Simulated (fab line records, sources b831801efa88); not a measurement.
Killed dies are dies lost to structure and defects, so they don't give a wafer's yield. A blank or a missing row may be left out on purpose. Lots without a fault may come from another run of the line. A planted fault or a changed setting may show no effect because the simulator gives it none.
Which tool did it? | flow sky130 | 11 lots, 33 wafers sampled, at 5 steps of a route of 708

WHAT THE GAUGES READ, wafer by wafer
SKY_LDD_LDN_OVL_MEAS_07.
lot  | measured     | on         | LDD_LDN_OVL (nm)
L490 | day 22 14:22 | overlay-01 | 1.1 0.7 1.5
L491 | day 23 05:56 | overlay-02 | 0.5 0.1 -0.6
L499 | day 26 02:01 | overlay-02 | -0.2 0.0 -0.3
L501 | day 26 23:03 | overlay-01 | 0.1 0.1 -1.4
L502 | day 27 07:19 | overlay-02 | 1.0 -1.0 0.3
L506 | day 28 13:32 | overlay-02 | 1.6 0.7 -0.8
L507 | day 29 02:04 | overlay-02 | 0.4 -1.4 -1.4
L510 | day 29 22:17 | overlay-02 | -1.6 -1.1 -0.1
L511 | day 29 23:52 | overlay-01 | 1.0 1.4 1.7
L512 | day 30 08:33 | overlay-01 | 0.2 -0.2 0.8
L513 | day 30 14:24 | overlay-01 | 0.3 0.0 -0.3

SKY_SD_N_RS_MEAS_16: measures by four-point-probe.
lot  | measured     | on            | SD_N_RS (ohm/sq)
L490 | day 27 16:48 | film_metro-03 | 68.59 68.84 68.69
L491 | day 28 07:39 | film_metro-02 | 68.39 68.35 68.39
L499 | day 31 00:02 | film_metro-01 | 74.07 73.92 73.93
L501 | day 31 18:51 | film_metro-02 | 73.93 73.86 74.04
L502 | day 32 03:13 | film_metro-02 | 68.57 68.60 68.58
L506 | day 33 10:14 | film_metro-02 | 68.26 68.35 68.45
L507 | day 33 18:39 | film_metro-02 | 68.36 68.50 68.35
L510 | day 34 14:17 | film_metro-01 | 68.75 68.58 68.59
L511 | day 34 16:34 | film_metro-03 | 68.49 68.68 68.60
L512 | day 35 11:17 | film_metro-03 | 68.51 68.55 68.53
L513 | day 35 03:47 | film_metro-01 | 68.60 68.67 68.59

SKY_SD_N_RS_MEAS_17: measures by four-point-probe.
lot  | measured     | on            | SD_P_RS (ohm/sq)
L490 | day 27 16:55 | film_metro-03 | 147.3 147.3 147.7
L491 | day 28 07:46 | film_metro-02 | 146.3 146.1 146.9
L499 | day 31 00:09 | film_metro-01 | 180.5 180.0 179.8
L501 | day 31 18:58 | film_metro-02 | 180.3 180.0 180.3
L502 | day 32 03:20 | film_metro-02 | 146.8 147.3 147.1
L506 | day 33 10:22 | film_metro-02 | 146.5 146.8 146.6
L507 | day 33 18:46 | film_metro-02 | 146.5 147.0 146.9
L510 | day 34 14:25 | film_metro-01 | 147.3 147.0 147.0
L511 | day 34 16:41 | film_metro-03 | 147.0 146.8 146.8
L512 | day 35 11:24 | film_metro-03 | 147.1 147.3 147.1
L513 | day 35 03:55 | film_metro-01 | 147.0 147.3 146.9

WHICH TOOL RAN EACH LOT (tool, then ch and the chambers of the sampled wafers, then the start)
lot  | SKY_SD_N_STRIP_11                    | SKY_SD_N_RTA_14
L490 | plasma_asher-02 ch 0,1, day 27 16:24 | rtp_anneal-02 ch 0, day 27 16:37
L491 | plasma_asher-02 ch 0,1, day 28 07:16 | rtp_anneal-01 ch 0, day 28 07:29
L499 | plasma_asher-04 ch 0,1, day 30 23:39 | rtp_anneal-01 ch 0, day 30 23:52
L501 | plasma_asher-04 ch 0,1, day 31 18:27 | rtp_anneal-01 ch 0, day 31 18:39
L502 | plasma_asher-02 ch 0,1, day 32 02:50 | rtp_anneal-02 ch 0, day 32 03:01
L506 | plasma_asher-02 ch 0,1, day 33 09:50 | rtp_anneal-02 ch 0, day 33 10:03
L507 | plasma_asher-03 ch 0, day 33 18:07   | rtp_anneal-02 ch 0, day 33 18:20
L510 | plasma_asher-02 ch 0,1, day 34 13:53 | rtp_anneal-02 ch 0, day 34 14:05
L511 | plasma_asher-04 ch 0,1, day 34 16:10 | rtp_anneal-01 ch 0, day 34 16:22
L512 | plasma_asher-02 ch 0,1, day 35 10:53 | rtp_anneal-01 ch 0, day 35 11:06
L513 | plasma_asher-02 ch 0,1, day 35 03:23 | rtp_anneal-02 ch 0, day 35 03:37
- SKY_SD_N_STRIP_11: strips in O2/N2.
- SKY_SD_N_RTA_14: time 2 s.

WHAT THE TOOLS THEMSELVES READ (means of the sampled wafers that have a number; where no wafer has one, the mark that the record gives instead)
SKY_SD_N_STRIP_11.
lot  | tool            | drypump_motor_current_A (A) | oes_product_au (a.u.) | strip_time_to_endpoint_s (s)
L490 | plasma_asher-02 | 5.9                         | 0.528                 | 22.54
L491 | plasma_asher-02 | 5.8                         | 0.526                 | 22.57
L499 | plasma_asher-04 | 5.8                         | 0.525                 | 22.59
L501 | plasma_asher-04 | 5.8                         | 0.531                 | 22.53
L502 | plasma_asher-02 | 5.6                         | 0.525                 | 22.52
L506 | plasma_asher-02 | 5.5                         | 0.525                 | 22.48
L507 | plasma_asher-03 | 5.7                         | 0.526                 | 22.58
L510 | plasma_asher-02 | 5.9                         | 0.529                 | 22.47
L511 | plasma_asher-04 | 5.8                         | 0.526                 | 22.49
L512 | plasma_asher-02 | 5.5                         | 0.526                 | 22.52
L513 | plasma_asher-02 | 5.6                         | 0.528                 | 22.45

SKY_SD_N_RTA_14.
lot  | tool          | anneal_temp_c_max | lamp_power_pct (%) | ramp_down_c_per_s | wafer_temp_C_max
L490 | rtp_anneal-02 | 1082.5            | 15.71              | 90.003            | 1077.4
L491 | rtp_anneal-01 | 1078.9            | 15.72              | 90.002            | 1077.1
L499 | rtp_anneal-01 | 1079.0            | 14.47              | 89.991            | 1077.7
L501 | rtp_anneal-01 | 1077.8            | 14.53              | 90.001            | 1076.5
L502 | rtp_anneal-02 | 1081.7            | 15.77              | 89.980            | 1078.5
L506 | rtp_anneal-02 | 1081.1            | 15.76              | 89.993            | 1078.5
L507 | rtp_anneal-02 | 1081.0            | 15.76              | 89.996            | 1076.2
L510 | rtp_anneal-02 | 1081.7            | 15.73              | 90.011            | 1078.0
L511 | rtp_anneal-01 | 1077.8            | 15.75              | 89.993            | 1078.3
L512 | rtp_anneal-01 | 1077.3            | 15.74              | 90.023            | 1077.8
L513 | rtp_anneal-02 | 1082.0            | 15.74              | 89.992            | 1078.2

THE ANSWER, worked out from the rows above alone
Rule: what is usual is taken from the lots themselves. Put in order of their means at a reading, lots are off if they are a third of the lots or fewer, leave a main group of 4 or more, and stand apart from it by a gap of 3 or more times the standard deviation of the main group's means; of several such gaps the widest counts. A main group whose means are all the same, to the digits that the tables above print for the reading, isn't used. A lot without any number at a reading at which 4 lots or more have one is off too. The other lots that the step has rows for count as sound. The gauges are gone through in route order, then the tools' own readings, and for those a lot's mean is taken as printed above. The first step at which some lot is off is used, and at that step the reading that is off furthest; a lot without a number counts as furthest.
Off: L499, L501, at SKY_SD_N_RS_MEAS_16 (SD_N_RS). The main group: mean 68.53 ohm/sq, standard deviation 0.12.
A tool fits if, at a process step before that reading, it ran every lot that is off, and no sound lot after the first of them. The gauges at SKY_SD_N_RS_MEAS_16 aren't tried: what is off there is off at SKY_SD_N_RTA_14 too, on other tools, and a gauge's error can't cause that. None of those tried fits.

WHAT THE SIMULATOR HAD PUT IN
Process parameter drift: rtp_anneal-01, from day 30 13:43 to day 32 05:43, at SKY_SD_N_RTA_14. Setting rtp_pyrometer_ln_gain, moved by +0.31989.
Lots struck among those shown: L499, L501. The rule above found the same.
